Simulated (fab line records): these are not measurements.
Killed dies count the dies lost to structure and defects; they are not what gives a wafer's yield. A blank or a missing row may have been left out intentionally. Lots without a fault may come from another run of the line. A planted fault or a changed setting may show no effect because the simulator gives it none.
One fault seen from 2 desks / flow gf180mcu / numbers are kept per desk, each desk with only its own; the story behind them comes last

== THE TOOL OWNER'S DESK: cmp-01 ==
The tool's own readings at GF_V2_CMP_26 (polishes, stops on SiO2, t overpolish 15 s, target thk 0 nm): means of the sampled wafers that have a number, for each lot that ran on this tool. Marked OUT: a lot whose mean sits more than 4 standard deviations from the usual mean, which makes it out of limits; the brackets give that distance.
Columns: A = edgeZonePressureFrac at GF_V2_CMP_26, usual 1.000; B = headPressurePsi at GF_V2_CMP_26, usual 3.501 psi; C = motorCurrentA at GF_V2_CMP_26, usual 10.7 A; D = overpolishRunS at GF_V2_CMP_26, usual 15.000 s; E = retainingRingPressureFrac at GF_V2_CMP_26, usual 1.000; F = slurryFilterDpKPa at GF_V2_CMP_26, usual 13.48 kPa; G = timeToEndpointS at GF_V2_CMP_26, usual 84 s
lot=L849; first seen here=day 22 06:32; A=1.000; B=3.499; C=11.1; D=14.986; E=1.002; F=13.44; G=84
lot=L855; first seen here=day 25 02:08; A=1.000; B=3.499; C=11.2; D=15.000; E=0.999; F=13.46; G=82
lot=L865; first seen here=day 27 21:14; A=1.004; B=3.496; C=10.2; D=14.998; E=1.006; F=13.44; G=80
lot=L866; first seen here=day 28 03:39; A=1.000; B=3.503; C=10.4; D=14.995; E=1.002; F=13.46; G=80
This desk's finding: nothing out of limits on any of the 4 lots.

== AT THE METROLOGY DESK ==
What the gauges read for every lot (on any tool): the sampled wafers with a number, averaged. Marked OUT: a lot whose mean sits more than 4 standard deviations from the usual mean, which makes it out of limits; the brackets give that distance.
Columns: A = V2_W_RS at GF_V2_RS_MEAS_24, usual 0.327 ohm/sq
lot=L844; first seen here=day 20 10:59; A=0.325
lot=L846; first seen here=day 21 10:29; A=0.323
lot=L847; first seen here=day 21 14:35; A=0.333
lot=L849; first seen here=day 22 06:17; A=0.330
lot=L851; first seen here=day 23 07:52; A=0.329
lot=L852; first seen here=day 23 20:05; A=0.329
lot=L855; first seen here=day 25 01:37; A=0.326
lot=L857; first seen here=day 25 22:35; A=0.323
lot=L859; first seen here=day 26 04:02; A=0.328
lot=L863; first seen here=day 27 04:31; A=0.323
lot=L864; first seen here=day 27 11:49; A=0.323
lot=L865; first seen here=day 27 21:05; A=0.329
lot=L866; first seen here=day 28 03:31; A=0.328
lot=L867; first seen here=day 28 07:19; A=0.328
This desk's finding: nothing out of limits on any of the 14 lots.

== TAKEN TOGETHER ==
Nothing out of limits was seen by the tool owner's desk.
The metrology desk saw nothing out of limits.

== WHAT WAS PUT IN BY THE SIMULATOR ==
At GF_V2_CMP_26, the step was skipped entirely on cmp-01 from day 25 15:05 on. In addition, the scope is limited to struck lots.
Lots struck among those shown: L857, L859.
